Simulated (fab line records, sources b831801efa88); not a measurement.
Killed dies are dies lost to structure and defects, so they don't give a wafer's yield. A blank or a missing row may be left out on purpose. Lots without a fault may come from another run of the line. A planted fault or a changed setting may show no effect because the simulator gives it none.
fab line records | flow sky130
record lots=7 wafers=21 last_day=49
route steps=708 shown METAL2@506 VIA2@507
lots that met no fault: from a run of the same line without faults
start_h: hours from the record's first day to the start of the lot's first wafer shown | wait_h: hours since the lot's step before | " the same as in the row above | L1.1+2: a row that stands for several wafers | - no value, or no start given | * or withheld: withheld | < > ~ a bound
route shown NAME@n: a module of which the file shows steps, and the number in the route of the first | usual: mean/standard deviation of fault-free wafers | same: alike in all rows | chamber/n: place in a boat | sites: the reading at each site | _std_site: their standard deviation | _edge_site: outer sites' mean less inner sites' | radius_mm: how far each site lies from the wafer's centre | mask NAME#n: copy n | behind: the tool/chamber that last shaped the wafer | hold: why the lot was held/for how many hours/how that ended | device: the transistor (n, p or np) that didn't switch | end of line: the same wafers' tests at the end of the route | a step without rows: its recipe alone | killed: dies lost to structure and defects at the first sort, not the wafer's yield | map: a wafer's dies, x killed, . not, _ none there
set.NAME: the setting as run; set.NAME@STEP: as run at that earlier step | model.NAME: the simulator's own value behind a step, which no gauge read
lots at some steps of the route; a table a step, a row a wafer
services: from which hour (start_h, from the record's first day; less than 0 if before it) a tool's chamber was out of use, for how many hours, and why
## steps
# step SKY_METAL2_CLEAN_23
# recipe chemistry=O3/DIW dry=n2_spin
# step SKY_VIA2_HDPCVD_00
# recipe material=SiO2 target_thk_nm=1180 sigma_open_frac=0.3 time_s=196.7 temp_c=400 sih4_flow_sccm=60 pressure_mtorr=6
# step SKY_VIA2_THK_MEAS_01
# recipe reads=SiO2_of_VIA2_HDPCVD_00
# usual VIA2_HDPCVD_THK=1176/9.8
# columns lot.wafer tool chamber start_h wait_h VIA2_HDPCVD_THK[nm]
L256.1 film_metro-04 - 850.69 0.1 1171
L256.3 " - " " 1177
L256.4 " - " " 1173
L255.3 film_metro-02 - 851.03 0.1 1182
L255.4 " - " " 1178
L255.6 " - " " 1174
L257.3 film_metro-02 - 867.81 0.1 1186
L257.5 " - " " 1175
L257.6 " - " " 1186
L260.1 film_metro-03 - 889.14 0.1 1168
L260.3 " - " " 1172
L260.4 " - " " 1171
L264.3 film_metro-03 - 913.42 0.1 1177
L264.4 " - " " 1171
L264.5 " - " " 1191
L265.1 film_metro-02 - 919.98 0.1 1174
L265.4 " - " " 1168
L265.5 " - " " 1172
L267.3 film_metro-03 - 940.10 0.1 1172
L267.4 " - " " 1176
L267.5 " - " " 1176
# step SKY_VIA2_CMP_02
# recipe material=SiO2 down_force_psi=4 platen_rpm=60 pad_velocity_m_s=0.94248
# usual motor_current_A=12.5/1.1
# columns lot.wafer tool chamber start_h wait_h motor_current_A
L256.4 cmp-01 1 850.75 0.0 12.7
L256.3 " 3 " " 14.3
L256.1 " 0 " " 12.3
L255.4 cmp-02 1 851.07 0.0 13.6
L255.3 " 0 " " 13.1
L255.6 " 1 " " 13.6
L257.3 cmp-01 2 868.00 0.2 12.2
L257.6 " 3 " " 13.4
L257.5 " 0 " " 12.1
L260.3 cmp-02 0 889.20 0.0 12.7
L260.1 " 2 " " 10.6
L260.4 " 3 " " 13.2
L264.3 cmp-02 1 913.46 0.0 13.5
L264.4 " 0 " " 13.3
L264.5 " 1 " " 13.7
L265.1 cmp-01 0 920.15 0.2 12.3
L265.4 " 1 " " 12.2
L265.5 " 0 " " 12.4
L267.4 cmp-01 3 940.19 0.1 14.4
L267.3 " 1 " " 12.8
L267.5 " 3 " " 14.0
# step SKY_VIA2_BOW_MEAS_03
# recipe mode=bow
# usual VIA2_BOW=89/7.6
# columns lot.wafer tool chamber start_h wait_h VIA2_BOW[um]
L256.1 film_metro-04 - 851.05 0.1 84
L256.3 " - " " 83
L256.4 " - " " 90
L255.3 film_metro-03 - 851.41 0.1 103
L255.4 " - " " 92
L255.6 " - " " 87
L257.3 film_metro-04 - 868.19 0.1 73
L257.5 " - " " 86
L257.6 " - " " 80
L260.1 film_metro-03 - 889.50 0.1 85
L260.3 " - " " 75
L260.4 " - " " 81
L264.3 film_metro-04 - 913.80 0.3 104
L264.4 " - " " 82
L264.5 " - " " 82
L265.1 film_metro-03 - 920.40 0.2 98
L265.4 " - " " 83
L265.5 " - " " 82
L267.3 film_metro-02 - 940.48 0.1 72
L267.4 " - " " 89
L267.5 " - " " 89
# step SKY_VIA2_DEHYDRATE_04
# recipe temp_c=200 time_s=60
# step SKY_VIA2_HMDS_05
# recipe prime_time_s=60 prime_temp_c=120
# step SKY_VIA2_COAT_06
# recipe resist=BARC temp_c=withheld time_s=withheld spin_rpm=3000 resist_thk_nm=60
# step SKY_VIA2_COAT_07
# recipe resist=KrF-thick spin_rpm=3000 resist_thk_nm=450
# step SKY_VIA2_SOFTBAKE_08
# recipe temp_c=100 time_s=90 resist=KrF-thick
# step SKY_VIA2_EXPOSE_09
# recipe mask_id=VIM2 na=0.8 source_shape=annular sigma_inner=0.55 sigma_outer=0.85 target_cd_nm=200 dose_mj=38
# step SKY_VIA2_PEB_10
# recipe peb_temp_c=withheld peb_time_s=withheld resist=KrF-thick
# step SKY_VIA2_DEVELOP_11
# recipe develop_time_s=62.84 resist=KrF-thick dev_temp_c=21
# usual chill_plate_temp_C=23.00/0.12 develop_time_s=62.84/0
# columns lot.wafer tool chamber start_h wait_h chill_plate_temp_C develop_time_s model.KrF-thick_of_VIA2_COAT_07.thk_nm
L256.1 litho_track-01 - 876 - - - 453.5
L256.3 " - " " - - 452
L256.4 " - " " - - 453.2
L255.3 litho_track-01 - 877 - - - 450.6
L255.4 " - " " - - 449.1
L255.6 " - " " - - 449.5
L257.3 litho_track-03 - 892 - - - 448.3
L257.5 " - 893 - - - 447.9
L257.6 " - " " - - 449
L260.1 litho_track-03 0 915 - 23.08 62.84 435
L260.3 " 0 " " 22.90 62.84 434.5
L260.4 " 0 " " 23.06 62.84 433.5
L264.3 litho_track-04 0 937 - 23.07 62.84 435.4
L264.4 " 0 " " 23.10 62.84 436.4
L264.5 " 0 " " 22.99 62.84 436.5
L265.1 litho_track-04 0 943 - 23.08 62.84 431.6
L265.4 " 0 " " 23.06 62.84 434.2
L265.5 " 0 " " 22.96 62.84 432
L267.3 litho_track-01 0 964 - 23.19 62.84 435.9
L267.4 " 0 " " 23.21 62.84 435.2
L267.5 " 0 " " 23.21 62.84 434.4
# step SKY_VIA2_CD_MEAS_12
# recipe target_cd_nm=200
# usual cd_nm=200.2/1.2
# columns lot.wafer tool chamber start_h wait_h cd_nm
L256.1 cd_sem-01 - 876.97 - -
L256.3 " - " " -
L256.4 " - " " -
L255.3 cd_sem-01 - 877.36 - -
L255.4 " - " " -
L255.6 " - " " -
L257.3 cd_sem-01 - 893.09 - -
L257.5 " - " " -
L257.6 " - " " -
L260.1 cd_sem-01 - 915.30 - 199.7
L260.3 " - " " 198.8
L260.4 " - " " 200.9
L264.3 cd_sem-01 - 937.91 - 198.4
L264.4 " - " " 200.2
L264.5 " - " " 198.0
L265.1 cd_sem-01 - 943.22 - 201.7
L265.4 " - " " 198.9
L265.5 " - " " 200.5
L267.3 cd_sem-02 - 964.51 - 200.2
L267.4 " - " " 200.7
L267.5 " - " " 200.3
## services
# columns tool chamber start_h hours kind
cmp-01 - 843.55 3.4 repair
cmp-02 - 914.81 5.0 pm
cmp-01 - 920.84 4.0 pm
cmp-01 - 924.84 - consumable_replace:conditioner
cmp-01 - 924.84 - consumable_replace:pad
cmp-02 - 924.84 12.0 pm
cmp-01 - 929.32 5.5 repair
cmp-01 - 961.95 1.5 repair
## key
first_sign step=SKY_VIA2_DEVELOP_11 reading=tool_record direction=missing
effect none on later readings
model_effect step=SKY_VIA2_DEVELOP_11 value=KrF-thick_of_VIA2_COAT_07.thk_nm without=436.2 struck=450.3
met_at SKY_VIA2_DEVELOP_11
struck_wafers L255.3,L255.4,L255.6,L256.1,L256.3,L256.4,L257.3,L257.5,L257.6
later_rows_left_out L255.3,L255.4,L255.6,L256.1,L256.3,L256.4,L257.3,L257.5,L257.6
sort_left_out L255.3,L255.4,L255.6,L256.1,L256.3,L256.4,L257.3,L257.5,L257.6
fault kind=skipped_step_whole tool=litho_track-01,litho_track-03 chamber=- onset_h=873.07 steps=SKY_VIA2_DEVELOP_11 scope=struck_lots_only
# sort_left_out: the simulated sort isn't trusted on such a fault, so these wafers' sort isn't shown, and their yield isn't known
# later_rows_left_out: the simulator's readings of these wafers behind a module that went badly wrong aren't trusted and aren't shown, but for the sort
